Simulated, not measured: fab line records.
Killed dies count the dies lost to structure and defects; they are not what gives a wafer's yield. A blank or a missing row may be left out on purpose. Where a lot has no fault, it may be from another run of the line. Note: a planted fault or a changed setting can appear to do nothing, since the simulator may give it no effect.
fab line records -- flow sky130
record: lots: 5, wafers: 15, last-day: 48
route steps=708 shown LOCAL_INTERCONNECT@394 CONTACT@406 PAD_OPEN@708
lots untouched by any fault: they come from a run of this same line in which no faults occurred
start-h: hours from the record's opening day to when the first of the lot's shown wafers began -- wait-h: hours since the lot's step before -- " identical to the entry in the row above -- L1.1+2: a row that stands for several wafers -- - either no value or no given start -- * or withheld: withheld -- < > ~ a bound
route shown NAME@n: NAME is a module with steps in the file, n the number in the route of the first one -- usual: mean/standard deviation of fault-free wafers -- same: alike in all rows -- chamber/n: place in a boat -- sites: the reading at each site -- _std_site: how widely they spread, as a standard deviation -- _edge_site: the outer-site mean with the inner-site mean subtracted -- radius-mm: how far each site lies from the wafer's centre -- mask NAME#n: copy n -- behind: the most recent tool/chamber to have shaped the wafer -- hold: why the lot went on hold/how many hours it stayed there/how the hold came to an end -- device: whichever transistor did not switch (one of n, p or np) -- end of line: at the end of the route, the tests of the same wafers -- where a step has no rows: the recipe by itself -- killed: dies lost to structure and defects at the first sort, not the wafer's yield -- map: per-die view of a wafer (x killed, . not killed, _ where there is no die)
set.NAME: setting as actually run; set.NAME@STEP: the setting as run at that earlier step -- model.NAME: the simulator's own value behind a step, which no gauge read
a table for each step, a row for each wafer; lots at some steps of the route
services: a tool's chamber out of use, with start hour (start-h, from the record's first day; less than 0 if before it), hours out, and reason
== steps ==
step: SKY_LOCAL_INTERCONNECT_SOFTBAKE_07
recipe: temp-c: 100, time-s: 90, resist: KrF-thick
step: SKY_LOCAL_INTERCONNECT_EXPOSE_08
recipe: mask-id: LI1M, na: 0.8, source-shape: annular, sigma-inner: 0.55, sigma-outer: 0.85, target-cd-nm: 170, dose-mj: 28
step: SKY_LOCAL_INTERCONNECT_PEB_09
recipe: peb-temp-c: withheld, peb-time-s: withheld, resist: KrF-thick
step: SKY_LOCAL_INTERCONNECT_DEVELOP_10
recipe: develop-time-s: 60, resist: KrF-thick, dev-temp-c: 21
step: SKY_LOCAL_INTERCONNECT_ETCH_13
recipe: chemistry: N2/H2, target: BARC, ion-energy-ev: 200, bias-w: 100, pressure-mtorr: 30, n2-flow-sccm: 100, h2-flow-sccm: 200, icp-w: 500, stop-on: SiO2, time-s: 45.9, target-depth-a: 600
step: SKY_LOCAL_INTERCONNECT_METAL_ETCH_14
recipe: target-depth-nm: 110, stop-on: PSG, chemistry: Cl2/BCl3, target: TiN, resist-sidewall-deg: 88, pressure-mtorr: 10, icp-w: 900, bias-w: 48.5, Cl2_flow_sccm: 60, bcl3-flow-sccm: 30, time-s: 31.4
step: SKY_LOCAL_INTERCONNECT_STRIP_15
recipe: chemistry: O2/N2, power-w: 1400, pressure-mtorr: 1500, platen-temp-c: withheld, o2-flow-sccm: 3000, n2-flow-sccm: 300, overash-fraction: 0.5
step: SKY_LOCAL_INTERCONNECT_STRIP_16
recipe: chemistry: post-etch-residue-remover, time-s: 1200, temp-c: 72.5
step: SKY_LOCAL_INTERCONNECT_CLEAN_17
recipe: chemistry: IPA, time-s: 180, temp-c: 25
step: SKY_LOCAL_INTERCONNECT_CLEAN_18
recipe: chemistry: O3/DIW, dry: n2-spin
step: SKY_CONTACT_CVD_00
recipe: material: Si3N4, target-thk-nm: 75, temp-c: 400, time-s: withheld, rf-w: 450
usual: heater-power-w: 662/110
lot.wafer,tool,chamber,start-h,wait-h,heater-power-w
L982.1,pecvd-03,1,717.85,0.0,983
L982.4,pecvd-03,1,717.85,0.0,1003
L982.6,pecvd-03,1,717.85,0.0,977
L983.1,pecvd-01,2,730.76,0.0,714
L983.5,pecvd-01,1,730.76,0.0,590
L983.6,pecvd-01,0,730.76,0.0,630
L992.1,pecvd-01,2,803.19,0.0,670
L992.3,pecvd-01,0,803.19,0.0,617
L992.6,pecvd-01,0,803.19,0.0,604
L992.1,pecvd-01,2,803,-,688
L992.3,pecvd-01,0,803,-,605
L992.6,pecvd-01,0,803,-,603
L995.2,pecvd-01,1,814.48,0.0,607
L995.3,pecvd-01,0,814.48,0.0,600
L995.6,pecvd-01,1,814.48,0.0,656
L995.2,pecvd-01,1,814,-,622
L995.3,pecvd-01,0,814,-,603
L995.6,pecvd-01,1,814,-,634
L996.1,pecvd-03,1,823.58,0.0,848
L996.3,pecvd-03,2,823.58,0.0,506
L996.4,pecvd-03,0,823.58,0.0,750
L996.1,pecvd-03,1,823,-,838
L996.3,pecvd-03,2,823,-,524
L996.4,pecvd-03,0,823,-,787
step: SKY_CONTACT_THK_MEAS_01
recipe: reads: Si3N4_of_CONTACT_CVD_00
usual: CONTACT_CVD_00_THK: 75.1/0.99
lot.wafer,tool,chamber,start-h,wait-h,CONTACT_CVD_00_THK[nm]
L982.1,film-metro-03,-,717.90,-,74.7
L982.4,film-metro-03,-,717.90,-,76.3
L982.6,film-metro-03,-,717.90,-,75.6
L983.1,film-metro-01,-,730.80,-,74.3
L983.5,film-metro-01,-,730.80,-,76.2
L983.6,film-metro-01,-,730.80,-,75.2
L992.1,film-metro-02,-,803.43,-,147.0
L992.3,film-metro-02,-,803.43,-,146.9
L992.6,film-metro-02,-,803.43,-,150.5
L995.2,film-metro-01,-,814.72,-,148.4
L995.3,film-metro-01,-,814.72,-,147.2
L995.6,film-metro-01,-,814.72,-,151.5
L996.1,film-metro-03,-,823.81,-,151.2
L996.3,film-metro-03,-,823.81,-,149.4
L996.4,film-metro-03,-,823.81,-,152.1
step: SKY_CONTACT_HDPCVD_02
recipe: material: SiO2, target-thk-nm: 565, sigma-open-frac: 0.3, time-s: 94.2, temp-c: 600, sih4-flow-sccm: 60, pressure-mtorr: 6
step: SKY_CONTACT_CMP_04
recipe: material: SiO2, down-force-psi: 4, platen-rpm: 60, pad-velocity-m-s: 0.94248
step: SKY_CONTACT_DEHYDRATE_06
recipe: temp-c: 200, time-s: 60
step: SKY_CONTACT_HMDS_07
recipe: prime-time-s: 60, prime-temp-c: 120
step: SKY_CONTACT_COAT_08
recipe: resist: BARC, temp-c: withheld, time-s: withheld, spin-rpm: 3000, resist-thk-nm: 60
step: SKY_CONTACT_COAT_09
recipe: resist: KrF-thick, spin-rpm: 3000, resist-thk-nm: 450
step: SKY_CONTACT_SOFTBAKE_10
recipe: temp-c: 100, time-s: 90, resist: KrF-thick
step: SKY_CONTACT_EXPOSE_11
recipe: mask-id: CTM1, na: 0.8, source-shape: annular, sigma-inner: 0.55, sigma-outer: 0.85, target-cd-nm: 170, dose-mj: 38
step: SKY_CONTACT_PEB_12
recipe: peb-temp-c: withheld, peb-time-s: withheld, resist: KrF-thick
step: SKY_CONTACT_DEVELOP_13
recipe: develop-time-s: 60, resist: KrF-thick, dev-temp-c: 21
step: SKY_CONTACT_ETCH_16
recipe: chemistry: N2/H2, target: BARC, ion-energy-ev: 200, source-w: 500, bias-w: 100, pressure-mtorr: 30, n2-flow-sccm: 100, h2-flow-sccm: 200, stop-on: SiO2, time-s: 45.9, target-depth-a: 600
step: SKY_CONTACT_ETCH_17
recipe: target: SiO2, chemistry: C4F8/O2/Ar, stop-on: Si3N4, mask-material: KrF-thick, source-w: 1500, bias-w: 1200, pressure-mtorr: 40, c4f8-flow-sccm: withheld, O2_flow_sccm: 6, Ar_flow_sccm: 300, time-s: withheld, target-depth-a: 3400
step: SKY_CONTACT_ETCH_18
recipe: target: Si3N4, chemistry: CHF3/O2, stop-on: TiN, source-w: 600, bias-w: 200, pressure-mtorr: 40, chf3-flow-sccm: 50, O2_flow_sccm: 5, time-s: 39, target-depth-a: 750
usual: O2_flow_sccm: 4.999/0.014, drypump-motor-current-A: 5.6/0.41, oes-product-au: 0.856/0.008, throttle-valve-pct: 8.793/0.0094
same: time-s: 39
lot.wafer,tool,chamber,start-h,wait-h,O2_flow_sccm,drypump-motor-current-A,oes-product-au,rf-hours-counter-h,throttle-valve-pct,model.etch.depth-nm
L982.1,rie-diel-04,0,-,-,4.979,4.9,0.853,7,8.782,74.73
L982.4,rie-diel-04,2,-,-,5.006,5.5,0.861,5,8.795,76.26
L982.6,rie-diel-04,1,-,-,5.015,5.4,0.858,-,8.789,75.67
L983.1,rie-diel-03,1,-,-,5.021,6.3,0.854,1,8.800,74.3
L983.5,rie-diel-03,3,-,-,4.995,5.5,0.870,-,8.790,76.16
L983.6,rie-diel-03,1,-,-,5.008,6.3,0.859,-,8.794,75.18
L992.1,rie-diel-04,1,-,-,4.997,5.4,0.984,3,8.818,96.34
L992.3,rie-diel-04,2,-,-,4.986,5.5,0.992,7,8.822,97.09
L992.6,rie-diel-04,2,-,-,4.982,5.5,0.997,-,8.818,97.09
L995.2,rie-diel-03,0,-,-,5.020,5.4,0.989,22,8.836,96.15
L995.3,rie-diel-03,1,-,-,4.971,6.3,0.997,4,8.823,96.48
L995.6,rie-diel-03,3,-,-,4.994,5.5,0.980,-,8.833,95.19
L996.1,rie-diel-04,2,-,-,5.012,5.5,0.997,8,8.829,97.77
L996.3,rie-diel-04,1,-,-,4.989,5.4,0.999,4,8.836,96.5
L996.4,rie-diel-04,2,-,-,5.001,5.5,1.011,-,8.840,97.98
step: SKY_CONTACT_STRIP_19
recipe: chemistry: O2/N2, power-w: 1400, pressure-mtorr: 1500, platen-temp-c: withheld, o2-flow-sccm: 3000, n2-flow-sccm: 300, overash-fraction: 0.5
step: SKY_PAD_OPEN_PROBE_99
usual: killed_at_M0_to_M3: 43/7.3, killed_at_M4_up: 3.2/1.8, killed-at-contacts: 24/5.8, killed-at-front-end: 16/4.5, killed-at-other: 0.3/0.53, killed-dies: 87/9.9, killed-on-rim: 17/3.8, killed-open: 48/6.8, killed-short: 39/6.9
same: gross-dies: 492, killed-at-back-side: 0
lot.wafer,tool,chamber,start-h,wait-h,killed_at_M0_to_M3,killed_at_M4_up,killed-at-contacts,killed-at-front-end,killed-at-other,killed-dies,killed-on-rim,killed-open,killed-short
L982.1,prober-02,-,1079.44,0.1,38,2,16,24,2,82,16,39,43
L982.4,prober-02,-,1079.59,0.2,38,2,37,9,0,86,14,48,38
L982.6,prober-02,-,1079.69,0.2,28,2,25,14,0,69,10,43,26
L983.1,prober-01,-,1092.89,0.1,38,0,19,21,0,78,16,45,33
L983.5,prober-01,-,1093.09,0.2,46,5,24,23,1,99,10,48,51
L983.6,prober-01,-,1093.14,0.2,41,1,24,18,0,84,18,53,31
L992.1,prober-01,-,1144.89,0.1,32,5,440,15,0,492,96,34,34
L992.3,prober-01,-,1144.99,0.2,39,6,430,16,1,492,96,49,36
L992.6,prober-01,-,1145.14,0.2,35,4,439,14,0,492,96,43,35
L995.2,prober-01,-,1153.52,0.1,38,4,430,19,1,492,96,44,40
L995.3,prober-01,-,1153.57,0.2,43,2,430,17,0,492,96,51,37
L995.6,prober-01,-,1153.72,0.2,40,2,433,17,0,492,96,52,42
L996.1,prober-02,-,1158.26,0.1,48,2,414,27,1,492,96,51,46
L996.3,prober-02,-,1158.36,0.2,49,2,425,16,0,492,96,37,47
L996.4,prober-02,-,1158.41,0.2,53,7,420,12,0,492,96,46,54
killed by level:class
L982.1 VIA2:geometric-particle:open=7 FIELD_ISO:geometric-particle:open=6 FIELD_ISO:geometric-particle:short=6 VIA2:geometric-particle:short=5 POLY_GATE:geometric-particle:short=5 CONTACT:geometric-particle:open=5 METAL1:geometric-particle:short=5 VIA3:geometric-particle:open=5
L982.4 LI_CONTACT:geometric-particle:open=12 VIA1:geometric-particle:open=11 CONTACT:geometric-particle:short=10 CONTACT:geometric-particle:open=9 VIA3:geometric-particle:open=5 VIA2:geometric-particle:short=4 FIELD_ISO:geometric-particle:short=3 LI_CONTACT:geometric-particle:short=3
L982.6 LI_CONTACT:geometric-particle:open=9 CONTACT:geometric-particle:open=6 VIA1:geometric-particle:open=6 VIA2:geometric-particle:open=6 FIELD_ISO:geometric-particle:short=5 METAL2:geometric-particle:short=5 LI_CONTACT:geometric-particle:short=4 CONTACT:geometric-particle:short=4
L983.1 VIA1:geometric-particle:open=11 CONTACT:geometric-particle:open=10 FIELD_ISO:geometric-particle:short=7 LI_CONTACT:geometric-particle:open=5 METAL1:geometric-particle:short=5 VIA1:geometric-particle:short=5 METAL2:geometric-particle:short=5 FIELD_ISO:geometric-particle:open=4
L983.5 VIA2:geometric-particle:open=10 VIA1:geometric-particle:open=9 FIELD_ISO:geometric-particle:short=7 LI_CONTACT:geometric-particle:open=7 VIA1:geometric-particle:short=6 CONTACT:geometric-particle:open=5 VIA3:geometric-particle:short=5 POLY_GATE:geometric-particle:short=4
L983.6 VIA1:geometric-particle:open=12 CONTACT:geometric-particle:open=8 VIA2:geometric-particle:open=6 VIA3:geometric-particle:open=6 FIELD_ISO:geometric-particle:open=5 POLY_GATE:geometric-particle:short=5 POLY_GATE:geometric-particle:open=5 LI_CONTACT:geometric-particle:open=5
L992.1 CONTACT:area-etch=424 CONTACT:geometric-particle:open=7 FIELD_ISO:geometric-particle:open=6 POLY_GATE:geometric-particle:short=5 VIA1:geometric-particle:open=5 VIA2:geometric-particle:open=5 VIA2:geometric-particle:short=5 VIA3:geometric-particle:open=4
L992.3 CONTACT:area-etch=407 VIA1:geometric-particle:open=15 CONTACT:geometric-particle:open=10 FIELD_ISO:geometric-particle:open=6 VIA2:geometric-particle:open=5 FIELD_ISO:geometric-particle:short=4 VIA1:geometric-particle:short=4 LI_CONTACT:geometric-particle:open=4
L992.6 CONTACT:area-etch=414 VIA2:geometric-particle:open=8 LI_CONTACT:geometric-particle:open=8 CONTACT:geometric-particle:open=8 METAL1:geometric-particle:short=6 VIA1:geometric-particle:open=5 POLY_GATE:geometric-particle:short=4 LI_CONTACT:geometric-particle:short=4
L995.2 CONTACT:area-etch=408 FIELD_ISO:geometric-particle:short=7 LI_CONTACT:geometric-particle:open=7 VIA1:geometric-particle:open=7 CONTACT:geometric-particle:open=7 VIA2:geometric-particle:open=7 FIELD_ISO:geometric-particle:open=6 VIA1:geometric-particle:short=5
L995.3 CONTACT:area-etch=404 LI_CONTACT:geometric-particle:open=12 VIA2:geometric-particle:open=11 VIA1:geometric-particle:open=9 VIA3:geometric-particle:open=5 METAL2:geometric-particle:short=5 CONTACT:geometric-particle:short=5 CONTACT:geometric-particle:open=5
L995.6 CONTACT:area-etch=398 LI_CONTACT:geometric-particle:open=15 FIELD_ISO:geometric-particle:short=7 VIA1:geometric-particle:open=7 LOCAL_INTERCONNECT:geometric-particle:short=6 CONTACT:geometric-particle:open=6 VIA2:geometric-particle:short=6 FIELD_ISO:geometric-particle:open=5
L996.1 CONTACT:area-etch=395 VIA2:geometric-particle:open=11 VIA1:geometric-particle:open=11 FIELD_ISO:geometric-particle:short=9 FIELD_ISO:geometric-particle:open=9 METAL2:geometric-particle:short=8 METAL1:geometric-particle:short=7 LI_CONTACT:geometric-particle:open=6
L996.3 CONTACT:area-etch=408 METAL1:geometric-particle:short=12 VIA1:geometric-particle:short=8 FIELD_ISO:geometric-particle:open=7 CONTACT:geometric-particle:open=7 VIA1:geometric-particle:open=6 FIELD_ISO:geometric-particle:short=5 METAL2:geometric-particle:short=5
L996.4 CONTACT:area-etch=392 VIA1:geometric-particle:open=12 METAL1:geometric-particle:short=9 CONTACT:geometric-particle:short=9 VIA1:geometric-particle:short=9 CONTACT:geometric-particle:open=7 VIA2:geometric-particle:open=6 LI_CONTACT:geometric-particle:open=5
map L992.1 (x killed, . not)
__________xxxxxxxxxx_________
________xxxxxxxxxxxxxx_______
______xxxxxxxxxxxxxxxxxx_____
_____xxxxxxxxxxxxxxxxxxxx____
____xxxxxxxxxxxxxxxxxxxxxx___
___xxxxxxxxxxxxxxxxxxxxxxxx__
__xxxxxxxxxxxxxxxxxxxxxxxxxx_
_xxxxxxxxxxxxxxxxxxxxxxxxxxxx
_xxxxxxxxxxxxxxxxxxxxxxxxxxxx
_xxxxxxxxxxxxxxxxxxxxxxxxxxxx
_xxxxxxxxxxxxxxxxxxxxxxxxxxxx
_xxxxxxxxxxxxxxxxxxxxxxxxxxxx
_xxxxxxxxxxxxxxxxxxxxxxxxxxxx
_xxxxxxxxxxxxxxxxxxxxxxxxxxxx
_xxxxxxxxxxxxxxxxxxxxxxxxxxxx
__xxxxxxxxxxxxxxxxxxxxxxxxxx_
___xxxxxxxxxxxxxxxxxxxxxxxx__
____xxxxxxxxxxxxxxxxxxxxxx___
_____xxxxxxxxxxxxxxxxxxxx____
______xxxxxxxxxxxxxxxxxx_____
________xxxxxxxxxxxxxx_______
__________xxxxxxxxxx_________
map L995.2 (x killed, . not)
__________xxxxxxxxxx_________
________xxxxxxxxxxxxxx_______
______xxxxxxxxxxxxxxxxxx_____
_____xxxxxxxxxxxxxxxxxxxx____
____xxxxxxxxxxxxxxxxxxxxxx___
___xxxxxxxxxxxxxxxxxxxxxxxx__
__xxxxxxxxxxxxxxxxxxxxxxxxxx_
_xxxxxxxxxxxxxxxxxxxxxxxxxxxx
_xxxxxxxxxxxxxxxxxxxxxxxxxxxx
_xxxxxxxxxxxxxxxxxxxxxxxxxxxx
_xxxxxxxxxxxxxxxxxxxxxxxxxxxx
_xxxxxxxxxxxxxxxxxxxxxxxxxxxx
_xxxxxxxxxxxxxxxxxxxxxxxxxxxx
_xxxxxxxxxxxxxxxxxxxxxxxxxxxx
_xxxxxxxxxxxxxxxxxxxxxxxxxxxx
__xxxxxxxxxxxxxxxxxxxxxxxxxx_
___xxxxxxxxxxxxxxxxxxxxxxxx__
____xxxxxxxxxxxxxxxxxxxxxx___
_____xxxxxxxxxxxxxxxxxxxx____
______xxxxxxxxxxxxxxxxxx_____
________xxxxxxxxxxxxxx_______
__________xxxxxxxxxx_________
== services ==
tool,chamber,start-h,hours,kind
rie-diel-04,-,694.11,0.1,repair
pecvd-01,0,704.22,10.2,scheduled-down
rie-diel-04,3,707.50,12.1,repair
pecvd-03,-,712.10,0.6,repair
pecvd-03,2,717.55,5.5,scheduled-down
rie-diel-04,1,719.56,-,clean
rie-diel-04,1,719.56,18.6,scheduled-down
rie-diel-04,1,719.56,18.6,vent-cycle
pecvd-01,-,724.76,5.5,pm
pecvd-03,1,740.80,5.5,scheduled-down
pecvd-01,-,743.91,0.8,repair
rie-diel-03,2,750.15,-,clean
rie-diel-03,2,750.15,19.5,scheduled-down
rie-diel-03,2,750.15,19.5,vent-cycle
rie-diel-03,1,794.27,3.6,repair
rie-diel-04,0,817.83,17.6,repair
pecvd-01,1,818.12,-,clean
pecvd-01,1,818.12,-,consumable-replace:showerhead
pecvd-01,1,818.12,29.0,scheduled-down
pecvd-01,1,818.12,29.0,vent-cycle
rie-diel-04,3,835.39,-,clean
rie-diel-04,3,835.39,22.9,scheduled-down
rie-diel-04,3,835.39,22.9,vent-cycle
pecvd-01,2,839.77,5.5,scheduled-down
== key ==
first-sign: step: SKY_CONTACT_CVD_00, reading: visit, direction: added
effect: step: SKY_CONTACT_THK_MEAS_01, reading: CONTACT_CVD_00_THK, direction: up, sigmas: 75, usual: 75.1, struck: 149.4
effect: step: SKY_CONTACT_ETCH_18, reading: oes-product-au, direction: up, sigmas: 17, usual: 0.856, struck: 0.994
effect: step: SKY_PAD_OPEN_PROBE_99, reading: killed-at-contacts, direction: up, sigmas: 70, usual: 24, struck: 429
model-effect: step: SKY_CONTACT_ETCH_18, value: etch.depth-nm, without: 74.72, struck: 96.73
more-kills-born-at: SKY_CONTACT_ETCH_18@rie-diel-04: 2440, SKY_CONTACT_ETCH_18@rie-diel-03: 1210
met-at SKY_CONTACT_CVD_00
struck-wafers L992.1,L992.3,L992.6,L995.2,L995.3,L995.6,L996.1,L996.3,L996.4
later-rows-left-out L992.1,L992.3,L992.6,L995.2,L995.3,L995.6,L996.1,L996.3,L996.4
tester-left-out L992,L995,L996
fault: kind: repeated-step-whole, tool: pecvd-01,pecvd-02,pecvd-03, chamber: -, onset-h: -, steps: SKY_CONTACT_CVD_00, times: 1, scope: struck-lots-only
tester-left-out: of these lots the tester's yield and bins aren't shown, on N5 and GAA mostly nor the transistor test; their killed dies are dies lost to structure and defects alone, not to doping, threshold or leakage, so they don't give the yield
later-rows-left-out: the simulator's readings of these wafers behind a module that went badly wrong aren't trusted and aren't shown, but for the sort
